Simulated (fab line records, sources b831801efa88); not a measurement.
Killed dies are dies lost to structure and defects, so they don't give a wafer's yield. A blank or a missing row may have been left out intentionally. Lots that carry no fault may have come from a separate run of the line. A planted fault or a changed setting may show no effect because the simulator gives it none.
Which tool is to blame? | flow sky130 | at 1 step of a route of 708, 14 lots with 42 wafers sampled

## WHAT THE GAUGES READ, wafer by wafer
The record holds no reading of a measuring or inspecting step that can be judged against a usual standard deviation.

## WHICH TOOL RAN EACH LOT (tool, then ch and the chambers of the sampled wafers, then the start)
lot  | SKY_VT_ADJUST_LVTN_SOFTBAKE_14
L964 | litho_track-04 ch 0, day 7 04:59
L966 | litho_track-03 ch 0, day 7 22:07
L968 | litho_track-03 ch 0, day 8 16:27
L969 | litho_track-03 ch 0, day 9 00:49
L970 | litho_track-04 ch 0, day 9 04:31
L972 | litho_track-03 ch 0, day 9 09:16
L971 | litho_track-03 ch 0, day 9 09:54
L973 | litho_track-04 ch 0, day 9 20:35
L980 | litho_track-02 ch 0, day 11 14:25
L981 | litho_track-04 ch 0, day 11 15:40
L983 | litho_track-03 ch 0, day 12 12:30
L984 | litho_track-04 ch 0, day 12 20:05
L986 | litho_track-03 ch 0, day 13 05:58
L987 | litho_track-04 ch 0, day 13 13:01
- SKY_VT_ADJUST_LVTN_SOFTBAKE_14: time 60 s.

## AS READ BY THE TOOLS THEMSELVES (means over the sampled wafers that have a number; for cases with no such wafer, the mark the record gives instead)
SKY_VT_ADJUST_LVTN_SOFTBAKE_14.
lot  | tool           | chill_plate_temp_C (C) | plate_temp_C (C) | run_length_s (s)
L964 | litho_track-04 | 23.00                  | 89.94            | 89.04
L966 | litho_track-03 | 23.09                  | 90.18            | 89.48
L968 | litho_track-03 | 23.08                  | 90.11            | 89.44
L969 | litho_track-03 | 22.93                  | 89.91            | 89.31
L970 | litho_track-04 | 22.91                  | 90.04            | 89.05
L972 | litho_track-03 | 23.01                  | 89.97            | 93.85
L971 | litho_track-03 | 23.10                  | 90.08            | 91.74
L973 | litho_track-04 | 22.97                  | 89.94            | 89.04
L980 | litho_track-02 | 23.06                  | 89.93            | 89.54
L981 | litho_track-04 | 22.98                  | 90.02            | 89.08
L983 | litho_track-03 | 22.93                  | 89.89            | 89.31
L984 | litho_track-04 | 23.17                  | 89.85            | 89.01
L986 | litho_track-03 | 23.12                  | 89.94            | 89.44
L987 | litho_track-04 | 22.92                  | 90.01            | 89.05

## THE ANSWER, worked out from the rows above alone
Rule: the lots themselves supply what counts as usual. Put in order of their means at a reading, lots are off if they are a third of the lots or fewer, leave a main group of 4 or more, and stand apart from it by a gap of 3 or more times the standard deviation of the main group's means; of several such gaps the widest counts. A main group is skipped when, at the precision printed for the reading in the tables above, its means are all equal. Also off: a lot with no number at a reading for which 4 or more lots have one. Any other lot the step has rows for is counted as sound. After the gauges, taken in route order, come the tools' own readings; for these a lot's mean is taken, as printed above. At the first step where some lot is off, the reading lying furthest off is the one used; lots without a number count as furthest.
Off: L972, L971 (SKY_VT_ADJUST_LVTN_SOFTBAKE_14, run_length_s). The main group has a mean of 89.23 s with a standard deviation of 0.2.
A tool fits if, at that step or a process step before it, it ran every lot that is off, and no sound lot after the first of them. No candidate that was tried fits.

## WHAT THE SIMULATOR PUT IN
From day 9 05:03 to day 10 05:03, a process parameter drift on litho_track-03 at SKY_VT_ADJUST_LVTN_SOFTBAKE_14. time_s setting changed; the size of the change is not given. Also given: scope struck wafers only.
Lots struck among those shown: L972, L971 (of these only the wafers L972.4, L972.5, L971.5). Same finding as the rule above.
